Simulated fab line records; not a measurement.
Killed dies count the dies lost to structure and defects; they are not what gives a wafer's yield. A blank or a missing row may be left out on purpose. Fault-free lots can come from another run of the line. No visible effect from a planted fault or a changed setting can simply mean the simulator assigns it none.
The tool behind it: which one? | flow gf180mcu | 18 wafers sampled from 7 lots at 1 step of a route of 602

## WHAT EACH GAUGE READ, for each wafer
GF_VT_IMPLANT_OVL_MEAS_18.
lot  | measured     | on         | VT_IMPLANT_01_OVL (nm)
L886 | day 6 11:22  | overlay-01 | 0.4 -0.1 1.5
L889 | day 7 05:20  | overlay-02 | -1.7 -2.4
L891 | day 7 20:13  | overlay-01 | 1.7 0.0 0.3
L893 | day 8 08:01  | overlay-02 | -0.5 2.3 0.3
L896 | day 9 14:54  | overlay-01 | 0.0 -1.2
L899 | day 9 22:19  | overlay-02 | 0.9 2.2 0.7
L907 | day 11 23:14 | overlay-01 | 0.0 -2.9

## EACH LOT AND THE TOOL THAT RAN IT (in order: tool; ch and the chambers of the sampled wafers; start)
There is no process step in the record ahead of these readings.

## THE ANSWER, worked out from the rows above alone
Rule: what is usual is taken from the lots themselves. The widest of any qualifying gaps counts: lots, ordered by their means at a reading, are off when they make up no more than a third of the lots, leave a main group of 4 or more, and stand apart from it by 3 or more times the standard deviation of that group's means. If all means in a main group match to the digits the tables above print for the reading, that group is not used. Also off: a lot with no number at a reading for which 4 or more lots have one. All remaining lots with rows at the step are treated as sound.
No lot is off on any of the readings shown, so nothing can be concluded from this.

## WHAT WAS PUT IN BY THE SIMULATOR
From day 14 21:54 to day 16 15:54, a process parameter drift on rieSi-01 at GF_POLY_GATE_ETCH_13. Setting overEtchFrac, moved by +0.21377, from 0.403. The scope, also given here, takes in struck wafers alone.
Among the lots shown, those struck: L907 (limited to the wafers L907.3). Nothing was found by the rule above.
